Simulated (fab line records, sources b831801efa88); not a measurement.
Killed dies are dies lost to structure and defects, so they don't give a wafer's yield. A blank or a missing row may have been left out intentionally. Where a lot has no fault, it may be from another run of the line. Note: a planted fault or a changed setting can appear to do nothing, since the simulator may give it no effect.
Which tool was responsible? | flow gf180mcu | 6 lots, 17 wafers sampled, at 5 steps of a route of 602

## WHAT EACH GAUGE READ, for each wafer
GF_M2_RS_MEAS_05: uses a four-point probe to measure.
lot  | measured     | on           | M2_ALCU_RS (ohm/sq)
L806 | day 18 05:26 | filmMetro-04 | 0.0702 0.0709 0.0709
L808 | day 19 11:42 | filmMetro-01 | 0.0687 0.0681 0.0685
L810 | day 20 02:01 | filmMetro-02 | 0.0693 0.0690 0.0713
L814 | day 22 13:55 | filmMetro-02 | 0.0691 0.0690 0.0681
L820 | day 23 22:07 | filmMetro-02 | 0.0735 0.0733
L828 | day 26 06:22 | filmMetro-04 | 0.0692 0.0693 0.0689

## TOOL THAT RAN EACH LOT (tool first, then ch and the chambers of the sampled wafers, then the start)
lot  | GF_M1_SPUTTER_01            | GF_M1_SPUTTER_03            | GF_M2_SPUTTER_00            | GF_M2_SPUTTER_02
L806 | pvdSputter-02, day 16 04:55 | pvdSputter-02, day 16 04:59 | pvdSputter-01, day 18 05:13 | pvdSputter-01, day 18 05:20
L808 | pvdSputter-03, day 17 08:22 | pvdSputter-03, day 17 08:26 | pvdSputter-03, day 19 11:29 | pvdSputter-03, day 19 11:37
L810 | pvdSputter-03, day 17 22:16 | pvdSputter-03, day 17 22:19 | pvdSputter-03, day 20 01:47 | pvdSputter-03, day 20 01:55
L814 | pvdSputter-03, day 20 10:43 | pvdSputter-03, day 20 10:47 | pvdSputter-01, day 22 13:42 | pvdSputter-01, day 22 13:50
L820 | pvdSputter-03, day 21 20:53 | pvdSputter-03, day 21 20:57 | pvdSputter-03, day 23 21:36 | pvdSputter-03, day 23 21:53
L828 | pvdSputter-04, day 24 08:23 | pvdSputter-04, day 24 08:27 | pvdSputter-02, day 26 06:06 | pvdSputter-02, day 26 06:14
- GF_M1_SPUTTER_01: material TiN, target thk 30 nm, time 25 s.
- GF_M1_SPUTTER_03: material Ti, target thk 10 nm, time 6.7 s.
- GF_M2_SPUTTER_00: material Ti, target thk 37.5 nm, time 150 s.
- GF_M2_SPUTTER_02: material AlCu, target thk 450 nm, time 23.9 s.

## THE ANSWER, worked out from the rows above alone
Rule: usual is defined by the lots themselves. Put in order of their means at a reading, lots are off if they are a third of the lots or fewer, leave a main group of 4 or more, and stand apart from it by a gap of 3 or more times the standard deviation of the main group's means; of several such gaps the widest counts. The tables above print the reading to a certain number of digits; a main group whose means all agree to those digits is not used. Also off: a lot with no number at a reading for which 4 or more lots have one. Any other lot the step has rows for is counted as sound.
Off: at GF_M2_RS_MEAS_05 (M2_ALCU_RS), L820. Main group: mean 0.0694 ohm/sq, sd 0.00081.
If a tool, at a process step before that reading, ran all the lots that are off and no sound lot after the first of them, it fits. The gauges at GF_M2_RS_MEAS_05 are tried like those tools. 2 tools fit, pvdSputter-03 at GF_M1_SPUTTER_01 and GF_M1_SPUTTER_03 and GF_M2_SPUTTER_00 and GF_M2_SPUTTER_02 and filmMetro-02 at GF_M2_RS_MEAS_05, so this cannot tell which one it is.

## WHAT THE SIMULATOR HAD INSERTED
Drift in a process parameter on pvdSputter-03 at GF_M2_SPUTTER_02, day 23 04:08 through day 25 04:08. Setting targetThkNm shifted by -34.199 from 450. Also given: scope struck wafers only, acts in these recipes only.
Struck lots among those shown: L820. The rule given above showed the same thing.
